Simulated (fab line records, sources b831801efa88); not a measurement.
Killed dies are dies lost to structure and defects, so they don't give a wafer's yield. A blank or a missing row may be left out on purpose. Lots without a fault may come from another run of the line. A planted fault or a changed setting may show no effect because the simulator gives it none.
Chamber matching | flow gf180mcu | GF_V2_CVD_02 on pecvd-03: 3 sister chambers
The step deposits SiO2 from TEOS, target thk 850 nm, time 94.851 s. 3 wafers are shown with their chamber, then 9 later ones without.

WAFERS WITH THEIR CHAMBER
wafer  | chamber | heater_power_w (W)
L583.1 | 2       | 514
L583.4 | 0       | 668
L583.5 | 1       | 539

WAFERS WITHOUT THEIR CHAMBER
wafer  | heater_power_w (W)
L591.2 | 665
L591.3 | 595
L591.6 | 458
L593.1 | 557
L593.2 | 640
L593.6 | 627
L592.1 | 650
L592.3 | 665
L592.4 | 532

WHICH CHAMBER EACH WENT THROUGH
wafer  | from the rows above          | in truth
L591.2 | 0                            | 0
L591.3 | can't be placed: 1 or 0 or 2 | 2
L591.6 | can't be placed: 2 or 1      | 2
L593.1 | can't be placed: 1 or 2      | 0
L593.2 | 0                            | 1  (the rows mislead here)
L593.6 | can't be placed: 0 or 1      | 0
L592.1 | 0                            | 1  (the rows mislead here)
L592.3 | 0                            | 0
L592.4 | can't be placed: 1 or 2      | 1
Placed correctly: 2 of 9. Can't be placed from these rows: 5 (the true chamber is among the candidates in 4). Placed wrongly: 2.
How it was worked out, from the rows above alone: a wafer's distance from a chamber is the root of the sum, over the readings, of the square of ((its reading less the chamber's mean) divided by the reading's scatter). The wafer belongs to the nearest chamber; if the next one is less than 2 further off, it can't be placed. A chamber's mean is the mean of its shown wafers. The scatter: with one shown wafer a chamber, the root of the mean of the squares of how far each hidden wafer lies from its nearest shown one.
